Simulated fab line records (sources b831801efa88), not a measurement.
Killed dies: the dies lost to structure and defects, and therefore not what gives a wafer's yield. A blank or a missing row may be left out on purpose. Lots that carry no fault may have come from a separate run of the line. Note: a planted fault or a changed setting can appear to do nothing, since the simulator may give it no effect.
Comparing a struck lot with a sound one / flow sky130 / 13 steps out of a route of 708
Sound: wafers L345.3, L345.5, L345.6. The struck wafers were L347.2, L347.3, L347.5. At the end, the cause is stated.
For every step that has rows: the tool of each side, followed by ch and its chambers, followed by its first start. Under that, the readings that differ: sound wafers / struck wafers / difference of the means / sigmas: that difference in standard deviations of wafers without a fault.
alike: same words and numbers on both sides, and readings whose means sit less than 2 such deviations apart. not compared: any withheld reading, any reading some wafer has no value for, any bound like >300 that may hide the same value, and any number with overlapping values for which the record gives no deviation.
Wherever a step has rows on one side only, a row that says differs or no value, or a row with sigmas, the two part there. When numbers do not overlap yet have no deviation, they are printed without sigmas and do not part them. A reading missing from all wafers of one side parts the sides only when that side holds two or more wafers.

SKY_VIA2_CD_MEAS_12 targets a cd of 200 nm.
  struck on cdSem-02, day 40 23:32; sound on cdSem-01, day 40 10:29
  alike: cdNm
SKY_VIA2_OVL_MEAS_13:
  struck on overlay-01, day 40 23:38; sound on overlay-01, day 40 10:34
reading=VIA2_OVL (nm); sound=1 -2 2; struck=-19 -14 -10; difference=-15; sigmas=-2
SKY_VIA2_ETCH_14: etches BARC in N2/H2, stops on SiO2, time 45.9 s, target depth 60 nm.
  sound on rieDiel-02 ch 1,2, day 40 10:35; struck on rieDiel-02 ch 1,2, day 40 23:40
  alike: drypumpMotorCurrentA, oesProductAu, throttleValvePct
  not compared: rfHoursCounterH
SKY_VIA2_ETCH_15: etches SiO2 in C4F8/O2/Ar, stops on TiN, target depth 546 nm, time 84 s.
  sound on rieDiel-02 ch 1,2, day 40 10:38; struck on rieDiel-02 ch 1,2, day 40 23:43
  alike: oesProductAu
  not compared: rfHoursCounterH
SKY_VIA2_STRIP_16: strips in O2/N2.
  sound on plasmaAsher-04 ch 0,1, day 40 10:44; struck on plasmaAsher-04 ch 0,1, day 40 23:46
  alike: drypumpMotorCurrentA, oesProductAu, stripTimeToEndpointS
  not compared: rfHoursCounterH
then, 3 steps without rows for these wafers: SKY_VIA2_STRIP_17 (strips in post etch residue remover, time 1200 s); SKY_VIA2_CLEAN_18 (cleans in IPA, time 180 s); SKY_VIA2_CLEAN_19 (cleans in O3/DIW).
SKY_VIA2_SPUTTER_20: material TiN, target thk 20 nm, time 80 s.
  struck on pvdSputter-02, day 41 00:22; sound on pvdSputter-02, day 40 11:18
  alike: throttleValvePct
SKY_VIA2_CVD_21: deposits W, target thk 420 nm, time 126.4 s.
  sound on cvdW-02 ch 0,1, day 40 11:25; struck on cvdW-01 ch 1, day 41 00:25
  alike: heaterPowerW
SKY_VIA2_RS_MEAS_22: a four-point-probe measurement.
  struck on filmMetro-03, day 41 00:34; sound on filmMetro-04, day 40 11:32
reading=VIA2_W_RS (ohm/sq); sound=0.274 0.272 0.276; struck=0.268 0.267 0.267; difference=-0.007; sigmas=-2
SKY_VIA2_THK_MEAS_23: measures by xrf.
  struck on filmMetro-03, day 41 00:41; sound on filmMetro-04, day 40 11:38
  alike: VIA2_W_THK
SKY_VIA2_CMP_24: polishes, stops on SiO2, t overpolish 20 s, target thk 0 nm.
  sound on cmp-01 ch 0,2,3, day 40 11:52; struck on cmp-02 ch 1,3, day 41 00:44
  no value came back on the struck wafers for any of 5 readings (edgeZonePressureFrac, headPressurePsi (psi) and others); on the sound wafers edgeZonePressureFrac reads 1.015 1.003 1.006
reading=model.W_of_VIA2_CVD_21.thkNm (nm); sound=0 0 0; struck=427.8 429 429.2; difference=+428.7; sigmas=
reading=model.SiO2_of_VIA2_HDPCVD_00.thkNm (nm); sound=488.7 489.1 488.8; struck=493.3 491.6 494.1; difference=+4.1; sigmas=

## WHERE THEY PART
Earliest at SKY_VIA2_OVL_MEAS_13; latest, in this record, at SKY_VIA2_CMP_24.

WHY: what the simulator had put in
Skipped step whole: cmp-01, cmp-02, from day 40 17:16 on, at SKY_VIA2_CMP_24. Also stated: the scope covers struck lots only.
